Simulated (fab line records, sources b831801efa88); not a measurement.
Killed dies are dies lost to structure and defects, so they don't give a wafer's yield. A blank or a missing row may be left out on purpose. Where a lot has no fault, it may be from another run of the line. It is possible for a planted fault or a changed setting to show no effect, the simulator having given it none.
Tool commonality check	flow sky130	13 lots and 39 wafers in the sample

REASON FOR OPENING
At SKY_VT_ADJUST_LVTN_TW_MEAS_10 the reading VT_ADJUST_LVTN_TW is flagged on 1 of 13 lots. Fault-free wafers read 240.4, with a standard deviation of 1.4.
Rule: flag the lot when none of its wafers has a number, or when each of its wafers that has one lies beyond 4 standard deviations from that mean. All remaining lots are regarded as sound.

lot	measured	on	VT_ADJUST_LVTN_TW, wafer by wafer	flag
L817	day 6 15:51	film-metro-02	242.4 241.8 242.5	
L818	day 7 01:58	film-metro-02	242.6 242.2 241.7	
L821	day 8 01:55	film-metro-04	29.6 29.8 29.8	FLAGGED
L824	day 9 06:49	film-metro-03	237.4 238.5 238.0	
L831	day 11 12:16	film-metro-02	242.2 242.4 241.4	
L833	day 11 19:26	film-metro-02	240.8 241.4 242.6	
L832	day 11 19:46	film-metro-04	239.1 238.7 241.0	
L834	day 12 05:37	film-metro-04	237.6 240.0 240.5	
L835	day 12 06:08	film-metro-04	240.2 239.9 239.6	
L837	day 12 11:19	film-metro-02	241.1 242.5 243.3	
L839	day 12 21:11	film-metro-04	240.0 240.7 240.1	
L838	day 12 22:19	film-metro-04	241.0 239.9 239.8	
L840	day 13 07:34	film-metro-04	240.8 239.6 240.4	
The numbers of the flagged lots are 29.7 on average: -210.7 against the usual, or -99 or more standard deviations.

LOT BY LOT: THE TOOL USED
The record holds 1 process step before the reading, out of a route of 708 steps. Every cell lists first the tool, next ch and the chambers used by the sampled wafers, and last the start.
lot	flag	SKY_VT_ADJUST_LVTN_EXPOSE_04
L817		iline-stepper-02 ch 0, day 6 07:04
L818		iline-stepper-01 ch 0, day 6 16:20
L821	FLAGGED	iline-stepper-01 ch 0, day 7 16:04
L824		iline-stepper-02 ch 0, day 8 19:38
L831		iline-stepper-01 ch 0, day 11 00:50
L833		iline-stepper-02 ch 0, day 11 06:41
L832		iline-stepper-01 ch 0, day 11 07:04
L834		iline-stepper-01 ch 0, day 11 18:44
L835		iline-stepper-02 ch 0, day 11 18:58
L837		iline-stepper-01 ch 0, day 11 22:56
L839		iline-stepper-02 ch 0, day 12 08:25
L838		iline-stepper-02 ch 0, day 12 09:26
L840		iline-stepper-01 ch 0, day 12 18:38
These steps, and what they do:
- SKY_VT_ADJUST_LVTN_EXPOSE_04: exposes mask NWM COMPLEMENT LESS NATIVE, target cd 840 nm.
- SKY_VT_ADJUST_LVTN_TW_MEAS_10

FLAGGED OVER TOTAL, TOOL BY TOOL (the gauges that took the reading come last)
step	tool	lots run	flagged	share of the flagged lots	sound lots run after its first flagged lot
SKY_VT_ADJUST_LVTN_EXPOSE_04	iline-stepper-01	7	1	all	5 (L831,L832,L834,L837,L840)
SKY_VT_ADJUST_LVTN_EXPOSE_04	iline-stepper-02	6	0	none	-
SKY_VT_ADJUST_LVTN_TW_MEAS_10	film-metro-02	5	0	none	-
SKY_VT_ADJUST_LVTN_TW_MEAS_10	film-metro-03	1	0	none	-
SKY_VT_ADJUST_LVTN_TW_MEAS_10	film-metro-04	7	1	all	6 (L832,L834,L835,L839,L838,L840)

WHAT THE TABLE ALLOWS
Rows of the table that ran all the flagged lots, 2 in number: iline-stepper-01 at SKY_VT_ADJUST_LVTN_EXPOSE_04; film-metro-04 at SKY_VT_ADJUST_LVTN_TW_MEAS_10.
- iline-stepper-01 at SKY_VT_ADJUST_LVTN_EXPOSE_04 ran 7 lots, 1 of them flagged. Sound lots followed the first flagged one (L831, L832, L834, L837, L840) on it, something a lasting fault affecting the whole tool could not allow.
- film-metro-04 at SKY_VT_ADJUST_LVTN_TW_MEAS_10 ran 7 lots, 1 of them flagged. Sound lots followed the first flagged one (L832, L834, L835, L839, L838, L840) on it, something a lasting fault affecting the whole tool could not allow.
Every row of the table either missed a flagged lot or ran a sound lot after the first.

WHAT THE SIMULATOR PUT IN
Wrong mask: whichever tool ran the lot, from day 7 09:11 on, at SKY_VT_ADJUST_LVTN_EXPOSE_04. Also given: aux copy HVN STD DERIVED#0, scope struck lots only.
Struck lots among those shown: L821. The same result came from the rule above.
